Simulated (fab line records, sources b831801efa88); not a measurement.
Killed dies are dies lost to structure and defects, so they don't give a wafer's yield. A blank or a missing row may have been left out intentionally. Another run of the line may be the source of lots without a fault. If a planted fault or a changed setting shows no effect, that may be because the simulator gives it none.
Which tool is to blame? || flow sky130 || 6 lots, 18 wafers sampled, at 2 steps of a route of 708

WHAT THE GAUGES SHOWED, per wafer
SKY_VIA2_BOW_MEAS_03.
{"lot": "L621", "measured": "day 35 15:13", "on": "film-metro-04", "VIA2_BOW (um)": "91 83 82"}
{"lot": "L623", "measured": "day 36 14:36", "on": "film-metro-04", "VIA2_BOW (um)": "79 79 79"}
{"lot": "L627", "measured": "day 37 21:39", "on": "film-metro-03", "VIA2_BOW (um)": "93 73 74"}
{"lot": "L636", "measured": "day 41 07:29", "on": "film-metro-02", "VIA2_BOW (um)": "96 94 88"}
{"lot": "L638", "measured": "day 41 14:11", "on": "film-metro-02", "VIA2_BOW (um)": "83 82 90"}
{"lot": "L640", "measured": "day 42 01:35", "on": "film-metro-02", "VIA2_BOW (um)": "96 99 79"}

TOOL THAT RAN EACH LOT (tool first, then ch and the chambers of the sampled wafers, then the start)
{"lot": "L621", "SKY_VIA1_HDPCVD_00": "hdpcvd-01 ch 0,2, day 33 05:40"}
{"lot": "L623", "SKY_VIA1_HDPCVD_00": "hdpcvd-02 ch 0,1, day 34 06:03"}
{"lot": "L627", "SKY_VIA1_HDPCVD_00": "hdpcvd-01 ch 0,1, day 35 14:22"}
{"lot": "L636", "SKY_VIA1_HDPCVD_00": "hdpcvd-02 ch 0,1,2, day 39 03:09"}
{"lot": "L638", "SKY_VIA1_HDPCVD_00": "hdpcvd-02 ch 0,2, day 39 09:37"}
{"lot": "L640", "SKY_VIA1_HDPCVD_00": "hdpcvd-01 ch 1,2, day 39 21:29"}
- SKY_VIA1_HDPCVD_00: deposits SiO2, target thk 1030 nm, time 171.7 s.

THE ANSWER, worked out from the rows above alone
Rule: the lots themselves supply what counts as usual. The widest of any qualifying gaps counts: lots, ordered by their means at a reading, are off when they make up no more than a third of the lots, leave a main group of 4 or more, and stand apart from it by 3 or more times the standard deviation of that group's means. A main group is skipped when, at the precision printed for the reading in the tables above, its means are all equal. Also off: a lot with no number at a reading for which 4 or more lots have one. All remaining lots with rows at the step are treated as sound.
No lot is off at any reading shown: from this, nothing can be told.

WHAT HAD BEEN PUT IN BY THE SIMULATOR
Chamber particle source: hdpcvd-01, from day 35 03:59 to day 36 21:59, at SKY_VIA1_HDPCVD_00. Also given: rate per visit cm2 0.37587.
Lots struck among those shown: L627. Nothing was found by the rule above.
